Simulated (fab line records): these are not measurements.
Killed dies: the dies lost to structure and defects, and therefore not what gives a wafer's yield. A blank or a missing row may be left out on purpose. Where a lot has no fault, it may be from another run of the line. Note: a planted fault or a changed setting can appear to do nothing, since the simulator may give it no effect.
fab line records ; flow sky130 ; part 1 of 2: steps 1 to 35 of 48
record: lots: 5; wafers: 15; last_day: 50
route steps=708 shown NWELL@78 PWDE@84 VT_ADJUST_HVTP@85 VT_ADJUST_LVTN@97 VT_ADJUST_NCORE@119
lots that met no fault: taken from a fault-free run of the same line
start_h: hours from the record's opening day to when the first of the lot's shown wafers began ; wait_h: hours since the lot's step before ; " same as the row above ; L1.1+2: several wafers, shown together as one row ; - no value, or no start given ; * or withheld: withheld ; < > ~ a bound
route shown NAME@n: NAME is a module with steps in the file, n the number in the route of the first one ; usual: mean/standard deviation of fault-free wafers ; same: alike in all rows ; chamber/n: place in a boat ; sites: the reading at each site ; _std_site: standard deviation of those values ; _edge_site: outer sites' mean less inner sites' ; radius_mm: for every site, how far away it sits from the centre of the wafer ; mask NAME#n: copy n ; behind: the last tool/chamber to shape the wafer ; hold: reason for holding the lot/hours on hold/outcome of the hold ; device: names the non-switching transistor (n, p or np) ; end of line: at the end of the route, the tests of the same wafers ; a step given without rows: its recipe and nothing more ; killed: count of dies lost to structure and defects at first sort (not the wafer's yield) ; map: shows each die of a wafer: x if killed, . if not, _ if none is there
set.NAME: the run value of the setting; set.NAME@STEP: its run value at that earlier step ; model.NAME: the simulator's own value behind a step, which no gauge read
lots at some steps of the route; a table a step, a row a wafer
services: the hour from which a tool's chamber was out of use, counted from the record's first day as start_h (under 0 if before that day), plus the number of hours and why
== steps ==
step: SKY_NWELL_STRIP_25
recipe: chemistry: O2/N2; power_w: 1400; pressure_mtorr: 1500; platen_temp_c: withheld; o2_flow_sccm: 3000; n2_flow_sccm: 300; overash_fraction: 0.5
usual: drypump_motor_current_A: 5.7/0.48; oes_product_au: 0.723/0.0046; strip_time_to_endpoint_s: 36.95/0.1
lot.wafer;tool;chamber;start_h;wait_h;drypump_motor_current_A;oes_product_au;rf_hours_counter_h;strip_time_to_endpoint_s
L079.2;plasma_asher-01;1;133.12;0.1;5.6;0.729;32;36.83
L079.4;plasma_asher-01;0;133.12;0.1;6.2;0.720;-;36.88
L079.6;plasma_asher-01;1;133.12;0.1;5.6;0.728;-;36.78
L080.1;plasma_asher-04;0;140.22;0.1;5.8;0.723;45;36.98
L080.5;plasma_asher-04;0;140.22;0.1;5.8;0.730;-;36.95
L080.6;plasma_asher-04;1;140.22;0.1;4.9;0.727;-;36.88
L083.2;plasma_asher-01;1;159.18;0.1;5.6;0.714;33;36.92
L083.3;plasma_asher-01;1;159.18;0.1;5.5;0.722;-;36.84
L083.4;plasma_asher-01;0;159.18;0.1;6.2;0.712;-;36.87
L092.1;plasma_asher-03;0;210.93;0.1;5.6;0.719;53;36.96
L092.2;plasma_asher-03;1;210.93;0.1;6.3;0.726;53;37.05
L092.4;plasma_asher-03;1;210.93;0.1;6.3;0.718;-;36.99
L095.1;plasma_asher-01;1;236.44;0.1;5.6;0.725;41;36.97
L095.4;plasma_asher-01;0;236.44;0.1;6.2;0.721;-;36.99
L095.6;plasma_asher-01;0;236.44;0.1;6.2;0.717;-;37.02
step: SKY_NWELL_TW_MEAS_26
usual: NWELL_2_TW: 495/5.4
lot.wafer;tool;chamber;start_h;wait_h;NWELL_2_TW
L079.2;film_metro-02;-;133.23;0.1;494
L079.4;film_metro-02;-;133.23;0.1;493
L079.6;film_metro-02;-;133.23;0.1;495
L080.1;film_metro-03;-;140.32;0.1;486
L080.5;film_metro-03;-;140.32;0.1;488
L080.6;film_metro-03;-;140.32;0.1;485
L083.2;film_metro-02;-;159.29;0.1;497
L083.3;film_metro-02;-;159.29;0.1;499
L083.4;film_metro-02;-;159.29;0.1;500
L092.1;film_metro-03;-;211.03;0.1;489
L092.2;film_metro-03;-;211.03;0.1;488
L092.4;film_metro-03;-;211.03;0.1;488
L095.1;film_metro-04;-;236.54;0.1;497
L095.4;film_metro-04;-;236.54;0.1;493
L095.6;film_metro-04;-;236.54;0.1;496
step: SKY_NWELL_CLEAN_27
recipe: chemistry: SC1/SC2; mix: 1:4:20; temp_c: 70; time_s: 150; dry: n2_spin
lot.wafer;tool;chamber;start_h;wait_h
L079.2+4+6;wet_bench-02;1;133.28;0.0
L080.1+5+6;wet_bench-04;3;140.38;0.1
L083.2+3+4;wet_bench-04;0;159.34;0.0
L092.1+2+4;wet_bench-03;3;211.09;0.1
L095.1+4+6;wet_bench-02;2;236.60;0.1
step: SKY_NWELL_RTA_28
recipe: temp_c: 1050; time_s: 30; idle_temp_c: 650; ramp_up_c_per_s: 150; ramp_down_c_per_s: 90; ambient: N2
usual: lamp_power_pct: 25.31/0.052; wafer_temp_C_max: 1054.7/0.95
lot.wafer;tool;chamber;start_h;wait_h;lamp_power_pct;wafer_temp_C_max
L079.2;rtp_anneal-01;0;133.35;0.0;25.39;1055.1
L079.4;rtp_anneal-01;0;133.35;0.0;25.28;1053.1
L079.6;rtp_anneal-01;0;133.35;0.0;25.27;1054.8
L080.1;rtp_anneal-01;0;140.43;0.0;25.26;1055.9
L080.5;rtp_anneal-01;0;140.43;0.0;25.38;1055.1
L080.6;rtp_anneal-01;0;140.43;0.0;25.30;1054.6
L083.2;rtp_anneal-01;0;159.41;0.0;25.29;1055.6
L083.3;rtp_anneal-01;0;159.41;0.0;25.31;1054.7
L083.4;rtp_anneal-01;0;159.41;0.0;25.30;1053.9
L092.1;rtp_anneal-02;0;211.14;0.0;25.28;1053.3
L092.2;rtp_anneal-02;0;211.14;0.0;25.32;1055.4
L092.4;rtp_anneal-02;0;211.14;0.0;25.28;1053.1
L095.1;rtp_anneal-01;0;236.65;0.0;25.41;1055.3
L095.4;rtp_anneal-01;0;236.65;0.0;25.29;1057.4
L095.6;rtp_anneal-01;0;236.65;0.0;25.35;1054.2
step: SKY_NWELL_RS_MEAS_29
recipe: thk_meas_gauge: four-point-probe
usual: NWELL_RS: 622.4/1.6
lot.wafer;tool;chamber;start_h;wait_h;NWELL_RS[ohm/sq]
L079.2;film_metro-04;-;133.45;0.1;622.2
L079.4;film_metro-04;-;133.45;0.1;624.2
L079.6;film_metro-04;-;133.45;0.1;622.6
L080.1;film_metro-03;-;140.53;0.1;623.3
L080.5;film_metro-03;-;140.53;0.1;621.7
L080.6;film_metro-03;-;140.53;0.1;625.7
L083.2;film_metro-04;-;159.51;0.1;622.4
L083.3;film_metro-04;-;159.51;0.1;621.1
L083.4;film_metro-04;-;159.51;0.1;622.3
L092.1;film_metro-04;-;211.24;0.1;623.4
L092.2;film_metro-04;-;211.24;0.1;622.7
L092.4;film_metro-04;-;211.24;0.1;623.8
L095.1;film_metro-02;-;236.75;0.1;620.0
L095.4;film_metro-02;-;236.75;0.1;621.4
L095.6;film_metro-02;-;236.75;0.1;621.7
step: SKY_NWELL_RS_MEAS_31
recipe: thk_meas_gauge: four-point-probe
usual: PWDE_RS: 5270/18
lot.wafer;tool;chamber;start_h;wait_h;PWDE_RS[ohm/sq]
L079.2;film_metro-04;-;133.69;0.1;5283
L079.4;film_metro-04;-;133.69;0.1;5283
L079.6;film_metro-04;-;133.69;0.1;5271
L080.1;film_metro-03;-;140.77;0.1;5270
L080.5;film_metro-03;-;140.77;0.1;5283
L080.6;film_metro-03;-;140.77;0.1;5243
L083.2;film_metro-04;-;159.75;0.1;5302
L083.3;film_metro-04;-;159.75;0.1;5264
L083.4;film_metro-04;-;159.75;0.1;5264
L092.1;film_metro-04;-;211.48;0.1;5301
L092.2;film_metro-04;-;211.48;0.1;5276
L092.4;film_metro-04;-;211.48;0.1;5294
L095.1;film_metro-02;-;236.99;0.1;5245
L095.4;film_metro-02;-;236.99;0.1;5259
L095.6;film_metro-02;-;236.99;0.1;5248
step: SKY_VT_ADJUST_HVTP_DEHYDRATE_00
recipe: temp_c: 200; time_s: 60
lot.wafer;tool;chamber;start_h;wait_h
L079.2+4+6;litho_track-02;0;142.81;9.1
L080.1+5+6;litho_track-02;0;149.34;8.5
L083.2+3+4;litho_track-01;0;169.28;9.5
L092.1+2+4;litho_track-01;0;222.05;10.6
L095.1+4+6;litho_track-02;0;247.74;10.7
step: SKY_VT_ADJUST_HVTP_HMDS_01
recipe: prime_time_s: 60; prime_temp_c: 120
lot.wafer;tool;chamber;start_h;wait_h
L079.2+4+6;litho_track-02;0;142.96;0.1
L080.1+5+6;litho_track-02;0;149.49;0.1
L083.2+3+4;litho_track-01;0;169.43;0.1
L092.1+2+4;litho_track-01;0;222.20;0.1
L095.1+4+6;litho_track-02;0;247.89;0.1
step: SKY_VT_ADJUST_HVTP_COAT_02
recipe: resist: NOVOLAK; spin_rpm: 3000; resist_thk_nm: 1140
lot.wafer;tool;chamber;start_h;wait_h
L079.2+4+6;litho_track-02;0;143.11;0.1
L080.1+5+6;litho_track-02;0;149.64;0.1
L083.2+3+4;litho_track-01;0;169.58;0.1
L092.1+2+4;litho_track-01;0;222.35;0.1
L095.1+4+6;litho_track-02;0;248.04;0.1
step: SKY_VT_ADJUST_HVTP_SOFTBAKE_03
recipe: temp_c: 90; time_s: 60; resist: NOVOLAK
lot.wafer;tool;chamber;start_h;wait_h
L079.2+4+6;litho_track-02;0;143.26;0.1
L080.1+5+6;litho_track-02;0;149.79;0.1
L083.2+3+4;litho_track-01;0;169.73;0.1
L092.1+2+4;litho_track-01;0;222.50;0.1
L095.1+4+6;litho_track-02;0;248.19;0.1
step: SKY_VT_ADJUST_HVTP_EXPOSE_04
recipe: mask_id: HVTPM; na: 0.6; source_shape: conventional; sigma_outer: 0.6; polarization: unpolarized; target_cd_nm: 380; dose_mj: 140
same: na: 0.6
lot.wafer;tool;chamber;start_h;wait_h;mask
L079.2+4+6;iline_stepper-01;0;-;-;HVTPM#0
L080.1+5+6;iline_stepper-02;0;-;-;HVTPM#0
L083.2+3+4;iline_stepper-01;0;-;-;HVTPM#0
L092.1+2+4;iline_stepper-02;0;-;-;HVTPM#0
L095.1+4+6;iline_stepper-02;0;-;-;HVTPM#0
step: SKY_VT_ADJUST_HVTP_PEB_05
recipe: temp_c: withheld; time_s: *; resist: NOVOLAK
lot.wafer;tool;chamber;start_h;wait_h
L079.2+4+6;litho_track-02;0;-;-
L080.1+5+6;litho_track-01;0;-;-
L083.2+3+4;litho_track-01;0;-;-
L092.1+2+4;litho_track-01;0;-;-
L095.1+4+6;litho_track-01;0;-;-
step: SKY_VT_ADJUST_HVTP_DEVELOP_06
recipe: resist: NOVOLAK; developer: TMAH; develop_time_s: 60; dev_temp_c: 23
lot.wafer;tool;chamber;start_h;wait_h
L079.2+4+6;litho_track-02;0;152.76;0.1
L080.1+5+6;litho_track-01;0;158.95;0.1
L083.2+3+4;litho_track-01;0;179.58;0.1
L092.1+2+4;litho_track-01;0;234.20;0.1
L095.1+4+6;litho_track-01;0;260.45;0.1
step: SKY_VT_ADJUST_HVTP_CD_MEAS_07
recipe: target_cd_nm: 380
usual: cd_nm: 379.7/2.1
lot.wafer;tool;chamber;start_h;wait_h;cd_nm
L079.2;cd_sem-01;-;152.91;0.1;381.1
L079.4;cd_sem-01;-;152.91;0.1;381.2
L079.6;cd_sem-01;-;152.91;0.1;382.2
L080.1;cd_sem-02;-;159.10;0.1;378.0
L080.5;cd_sem-02;-;159.10;0.1;377.7
L080.6;cd_sem-02;-;159.10;0.1;374.9
L083.2;cd_sem-02;-;179.72;0.1;384.3
L083.3;cd_sem-02;-;179.72;0.1;379.2
L083.4;cd_sem-02;-;179.72;0.1;382.1
L092.1;cd_sem-02;-;234.41;0.2;377.7
L092.2;cd_sem-02;-;234.41;0.2;381.0
L092.4;cd_sem-02;-;234.41;0.2;379.4
L095.1;cd_sem-02;-;260.60;0.1;376.6
L095.4;cd_sem-02;-;260.60;0.1;378.0
L095.6;cd_sem-02;-;260.60;0.1;382.0
step: SKY_VT_ADJUST_HVTP_OVL_MEAS_08
usual: VT_ADJUST_HVTP_OVL: 1.3/1.5
lot.wafer;tool;chamber;start_h;wait_h;VT_ADJUST_HVTP_OVL[nm]
L079.2;overlay-02;-;153.01;0.1;0.2
L079.4;overlay-02;-;153.01;0.1;1.2
L079.6;overlay-02;-;153.01;0.1;0.3
L080.1;overlay-01;-;159.22;0.1;1.6
L080.5;overlay-01;-;159.22;0.1;1.6
L080.6;overlay-01;-;159.22;0.1;-0.1
L083.2;overlay-02;-;179.83;0.1;1.2
L083.3;overlay-02;-;179.83;0.1;0.9
L083.4;overlay-02;-;179.83;0.1;1.9
L092.1;overlay-02;-;234.53;0.1;1.2
L092.2;overlay-02;-;234.53;0.1;1.0
L092.4;overlay-02;-;234.53;0.1;1.1
L095.1;overlay-02;-;260.72;0.1;-0.1
L095.4;overlay-02;-;260.72;0.1;1.8
L095.6;overlay-02;-;260.72;0.1;-0.4
step: SKY_VT_ADJUST_HVTP_IMPLANT_09
recipe: species: As; energy_kev: 150; dose_cm2: 4.3e+12; tilt_deg: withheld
lot.wafer;tool;chamber;start_h;wait_h
L079.2+4+6;implanter-04;0;153.07;0.0
L080.1+5+6;implanter-01;0;159.26;0.0
L083.2+3+4;implanter-03;0;179.88;0.0
L092.1+2+4;implanter-01;0;234.56;0.0
L095.1+4+6;implanter-01;0;260.76;0.0
step: SKY_VT_ADJUST_HVTP_STRIP_10
recipe: chemistry: O2/N2; power_w: 1400; pressure_mtorr: 1500; platen_temp_c: withheld; o2_flow_sccm: 3000; n2_flow_sccm: 300; overash_fraction: 0.5
usual: drypump_motor_current_A: 5.7/0.46; oes_product_au: 0.716/0.0046; strip_time_to_endpoint_s: 14.19/0.039
lot.wafer;tool;chamber;start_h;wait_h;drypump_motor_current_A;oes_product_au;rf_hours_counter_h;strip_time_to_endpoint_s
L079.2;plasma_asher-04;1;153.19;0.1;4.9;0.712;47;14.18
L079.4;plasma_asher-04;1;153.19;0.1;4.9;0.710;-;14.14
L079.6;plasma_asher-04;0;153.19;0.1;5.8;0.720;-;14.17
L080.1;plasma_asher-04;0;159.41;0.1;5.9;0.723;48;14.12
L080.5;plasma_asher-04;0;159.41;0.1;5.9;0.713;-;14.12
L080.6;plasma_asher-04;1;159.41;0.1;4.9;0.722;-;14.14
L083.2;plasma_asher-02;1;180.01;0.1;6.1;0.715;6;14.23
L083.3;plasma_asher-02;1;180.01;0.1;6.1;0.708;-;14.22
L083.4;plasma_asher-02;0;180.01;0.1;5.8;0.710;-;14.26
L092.1;plasma_asher-04;0;234.71;0.1;5.8;0.709;55;14.25
L092.2;plasma_asher-04;1;234.71;0.1;4.9;0.714;55;14.21
L092.4;plasma_asher-04;1;234.71;0.1;4.9;0.713;-;14.24
L095.1;plasma_asher-03;1;260.91;0.1;6.3;0.718;57;14.21
L095.4;plasma_asher-03;1;260.91;0.1;6.3;0.720;-;14.15
L095.6;plasma_asher-03;0;260.91;0.1;5.6;0.709;-;14.18
step: SKY_VT_ADJUST_HVTP_TW_MEAS_11
usual: VT_ADJUST_HVTP_TW: 1356/15
lot.wafer;tool;chamber;start_h;wait_h;VT_ADJUST_HVTP_TW
L079.2;film_metro-01;-;153.30;0.1;1335
L079.4;film_metro-01;-;153.30;0.1;1337
L079.6;film_metro-01;-;153.30;0.1;1344
L080.1;film_metro-01;-;159.51;0.1;1330
L080.5;film_metro-01;-;159.51;0.1;1335
L080.6;film_metro-01;-;159.51;0.1;1334
L083.2;film_metro-02;-;180.12;0.1;1351
L083.3;film_metro-02;-;180.12;0.1;1360
L083.4;film_metro-02;-;180.12;0.1;1360
L092.1;film_metro-04;-;234.81;0.1;1359
L092.2;film_metro-04;-;234.81;0.1;1354
L092.4;film_metro-04;-;234.81;0.1;1356
L095.1;film_metro-04;-;261.01;0.1;1362
L095.4;film_metro-04;-;261.01;0.1;1370
L095.6;film_metro-04;-;261.01;0.1;1366
step: SKY_VT_ADJUST_LVTN_DEHYDRATE_00
recipe: temp_c: 200; time_s: 60
lot.wafer;tool;chamber;start_h;wait_h
L079.2+4+6;litho_track-02;0;162.26;8.9
L080.1+5+6;litho_track-03;0;168.12;8.6
L083.2+3+4;litho_track-02;0;190.11;10.0
L092.1+2+4;litho_track-04;0;244.95;10.1
L095.1+4+6;litho_track-03;0;271.87;10.9
step: SKY_VT_ADJUST_LVTN_HMDS_01
recipe: prime_time_s: 60; prime_temp_c: 120
lot.wafer;tool;chamber;start_h;wait_h
L079.2+4+6;litho_track-02;0;162.41;0.1
L080.1+5+6;litho_track-03;0;168.27;0.1
L083.2+3+4;litho_track-02;0;190.26;0.1
L092.1+2+4;litho_track-04;0;245.10;0.1
L095.1+4+6;litho_track-03;0;272.02;0.1
step: SKY_VT_ADJUST_LVTN_COAT_02
recipe: spin_rpm: 2000; resist_thk_nm: 3000
lot.wafer;tool;chamber;start_h;wait_h
L079.2+4+6;litho_track-02;0;162.56;0.1
L080.1+5+6;litho_track-03;0;168.42;0.1
L083.2+3+4;litho_track-02;0;190.41;0.1
L092.1+2+4;litho_track-04;0;245.25;0.1
L095.1+4+6;litho_track-03;0;272.17;0.1
step: SKY_VT_ADJUST_LVTN_SOFTBAKE_03
recipe: temp_c: 110; time_s: withheld
lot.wafer;tool;chamber;start_h;wait_h
L079.2+4+6;litho_track-02;0;162.72;0.1
L080.1+5+6;litho_track-03;0;168.57;0.1
L083.2+3+4;litho_track-02;0;190.57;0.1
L092.1+2+4;litho_track-04;0;245.40;0.1
L095.1+4+6;litho_track-03;0;272.32;0.1
step: SKY_VT_ADJUST_LVTN_EXPOSE_04
recipe: mask_id: NWM_COMPLEMENT_LESS_NATIVE; na: 0.6; source_shape: conventional; sigma_outer: 0.6; polarization: unpolarized; target_cd_nm: 840; dose_mj: 194
same: na: 0.6
lot.wafer;tool;chamber;start_h;wait_h;mask
L079.2+4+6;iline_stepper-02;0;-;-;NWM_COMPLEMENT_LESS_NATIVE#0
L080.1+5+6;iline_stepper-01;0;-;-;NWM_COMPLEMENT_LESS_NATIVE#0
L083.2+3+4;iline_stepper-02;0;-;-;NWM_COMPLEMENT_LESS_NATIVE#0
L092.1+2+4;iline_stepper-02;0;-;-;NWM_COMPLEMENT_LESS_NATIVE#0
L095.1+4+6;iline_stepper-01;0;-;-;NWM_COMPLEMENT_LESS_NATIVE#0
step: SKY_VT_ADJUST_LVTN_PEB_05
recipe: temp_c: 115; time_s: withheld
lot.wafer;tool;chamber;start_h;wait_h
L079.2+4+6;litho_track-04;0;-;-
L080.1+5+6;litho_track-03;0;-;-
L083.2+3+4;litho_track-03;0;-;-
L092.1+2+4;litho_track-02;0;-;-
L095.1+4+6;litho_track-04;0;-;-
step: SKY_VT_ADJUST_LVTN_DEVELOP_06
recipe: wall_angle_deg: 90; developer: TMAH; develop_time_s: 60; dev_temp_c: 23
lot.wafer;tool;chamber;start_h;wait_h
L079.2+4+6;litho_track-04;0;-;-
L080.1+5+6;litho_track-03;0;-;-
L083.2+3+4;litho_track-03;0;-;-
L092.1+2+4;litho_track-02;0;-;-
L095.1+4+6;litho_track-04;0;-;-
step: SKY_VT_ADJUST_LVTN_OVL_MEAS_07
usual: VT_ADJUST_LVTN_OVL: 0.9/1.4
lot.wafer;tool;chamber;start_h;wait_h;VT_ADJUST_LVTN_OVL[nm]
L079.2;overlay-02;-;172.45;-;0.5
L079.4;overlay-02;-;172.45;-;2.7
L079.6;overlay-02;-;172.45;-;1.5
L080.1;overlay-02;-;178.47;-;-2.2
L080.5;overlay-02;-;178.47;-;0.4
L080.6;overlay-02;-;178.47;-;-0.3
L083.2;overlay-01;-;201.93;-;-0.8
L083.3;overlay-01;-;201.93;-;0.6
L083.4;overlay-01;-;201.93;-;1.4
L092.1;overlay-02;-;257.89;-;1.3
L092.2;overlay-02;-;257.89;-;0.9
L092.4;overlay-02;-;257.89;-;0.6
L095.1;overlay-02;-;285.64;-;1.6
L095.4;overlay-02;-;285.64;-;1.7
L095.6;overlay-02;-;285.64;-;2.8
step: SKY_VT_ADJUST_LVTN_IMPLANT_08
recipe: species: B; energy_kev: 29.5; dose_cm2: 1.57e+12; tilt_deg: withheld
lot.wafer;tool;chamber;start_h;wait_h
L079.2+4+6;implanter-02;0;172.51;0.0
L080.1+5+6;implanter-03;0;178.51;0.0
L083.2+3+4;implanter-03;0;201.98;0.0
L092.1+2+4;implanter-02;0;257.92;0.0
L095.1+4+6;implanter-03;0;285.68;0.0
step: SKY_VT_ADJUST_LVTN_STRIP_09
recipe: chemistry: O2/N2; power_w: 1400; pressure_mtorr: 1500; platen_temp_c: withheld; o2_flow_sccm: 3130; n2_flow_sccm: 300; overash_fraction: 0.5
usual: drypump_motor_current_A: 5.7/0.43; oes_product_au: 0.723/0.0048; strip_time_to_endpoint_s: 36.83/0.12
lot.wafer;tool;chamber;start_h;wait_h;drypump_motor_current_A;oes_product_au;rf_hours_counter_h;strip_time_to_endpoint_s
L079.2;plasma_asher-04;0;172.63;0.1;5.8;0.715;49;36.98
L079.4;plasma_asher-04;1;172.63;0.1;4.9;0.724;-;36.96
L079.6;plasma_asher-04;0;172.63;0.1;5.8;0.730;-;36.94
L080.1;plasma_asher-01;1;178.66;0.1;5.6;0.730;35;36.70
L080.5;plasma_asher-01;0;178.66;0.1;6.2;0.724;-;36.67
L080.6;plasma_asher-01;1;178.66;0.1;5.6;0.723;-;36.78
L083.2;plasma_asher-01;1;202.11;0.1;5.6;0.721;37;36.93
L083.3;plasma_asher-01;0;202.11;0.1;6.2;0.722;-;36.80
L083.4;plasma_asher-01;1;202.11;0.1;5.6;0.715;-;36.86
L092.1;plasma_asher-04;1;258.07;0.1;4.9;0.725;57;36.85
L092.2;plasma_asher-04;0;258.07;0.1;5.8;0.717;57;36.90
L092.4;plasma_asher-04;0;258.07;0.1;5.8;0.723;-;36.81
L095.1;plasma_asher-04;1;285.83;0.1;4.9;0.720;60;36.89
L095.4;plasma_asher-04;1;285.83;0.1;4.9;0.720;-;37.03
L095.6;plasma_asher-04;0;285.83;0.1;5.8;0.729;-;36.98
step: SKY_VT_ADJUST_LVTN_TW_MEAS_10
usual: VT_ADJUST_LVTN_TW: 240.0/2.7
lot.wafer;tool;chamber;start_h;wait_h;VT_ADJUST_LVTN_TW
L079.2;film_metro-04;-;172.74;0.1;241.4
L079.4;film_metro-04;-;172.74;0.1;243.3
L079.6;film_metro-04;-;172.74;0.1;243.0
L080.1;film_metro-04;-;178.76;0.1;241.3
L080.5;film_metro-04;-;178.76;0.1;241.8
L080.6;film_metro-04;-;178.76;0.1;241.3
L083.2;film_metro-03;-;202.22;0.1;236.4
L083.3;film_metro-03;-;202.22;0.1;236.5
L083.4;film_metro-03;-;202.22;0.1;235.2
L092.1;film_metro-04;-;258.17;0.1;242.8
L092.2;film_metro-04;-;258.17;0.1;242.9
L092.4;film_metro-04;-;258.17;0.1;241.5
L095.1;film_metro-01;-;285.93;0.1;238.1
L095.4;film_metro-01;-;285.93;0.1;237.4
L095.6;film_metro-01;-;285.93;0.1;237.7
step: SKY_VT_ADJUST_LVTN_DEHYDRATE_11
recipe: temp_c: 200; time_s: 60
lot.wafer;tool;chamber;start_h;wait_h
L079.2+4+6;litho_track-03;0;182.35;9.6
L080.1+5+6;litho_track-03;0;188.42;9.7
L083.2+3+4;litho_track-02;0;212.61;10.4
L092.1+2+4;litho_track-03;0;269.22;11.0
L095.1+4+6;litho_track-04;0;297.19;11.3
step: SKY_VT_ADJUST_LVTN_HMDS_12
recipe: prime_time_s: 60; prime_temp_c: 120
lot.wafer;tool;chamber;start_h;wait_h
L079.2+4+6;litho_track-03;0;182.50;0.1
L080.1+5+6;litho_track-03;0;188.57;0.1
L083.2+3+4;litho_track-02;0;212.76;0.1
L092.1+2+4;litho_track-03;0;269.37;0.1
L095.1+4+6;litho_track-04;0;297.34;0.1
step: SKY_VT_ADJUST_LVTN_COAT_13
recipe: resist: NOVOLAK; spin_rpm: 3000; resist_thk_nm: 1140
lot.wafer;tool;chamber;start_h;wait_h
L079.2+4+6;litho_track-03;0;182.65;0.1
L080.1+5+6;litho_track-03;0;188.72;0.1
L083.2+3+4;litho_track-02;0;212.91;0.1
L092.1+2+4;litho_track-03;0;269.52;0.1
L095.1+4+6;litho_track-04;0;297.49;0.1
step: SKY_VT_ADJUST_LVTN_SOFTBAKE_14
recipe: temp_c: 90; time_s: 60; resist: NOVOLAK
lot.wafer;tool;chamber;start_h;wait_h
L079.2+4+6;litho_track-03;0;182.80;0.1
L080.1+5+6;litho_track-03;0;188.87;0.1
L083.2+3+4;litho_track-02;0;213.06;0.1
L092.1+2+4;litho_track-03;0;269.67;0.1
L095.1+4+6;litho_track-04;0;297.64;0.1
step: SKY_VT_ADJUST_LVTN_EXPOSE_15
recipe: mask_id: HVN_STD_DERIVED; na: 0.6; source_shape: conventional; sigma_outer: 0.6; polarization: unpolarized; target_cd_nm: 600; dose_mj: 163
same: na: 0.6
lot.wafer;tool;chamber;start_h;wait_h;mask
L079.2+4+6;iline_stepper-02;0;-;-;HVN_STD_DERIVED#0
L080.1+5+6;iline_stepper-02;0;-;-;HVN_STD_DERIVED#0
L083.2+3+4;iline_stepper-01;0;-;-;HVN_STD_DERIVED#0
L092.1+2+4;iline_stepper-02;0;-;-;HVN_STD_DERIVED#0
L095.1+4+6;iline_stepper-01;0;-;-;HVN_STD_DERIVED#0
step: SKY_VT_ADJUST_LVTN_PEB_16
recipe: temp_c: withheld; time_s: *; resist: NOVOLAK
lot.wafer;tool;chamber;start_h;wait_h
L079.2+4+6;litho_track-03;0;-;-
L080.1+5+6;litho_track-03;0;-;-
L083.2+3+4;litho_track-04;0;-;-
L092.1+2+4;litho_track-03;0;-;-
L095.1+4+6;litho_track-03;0;-;-
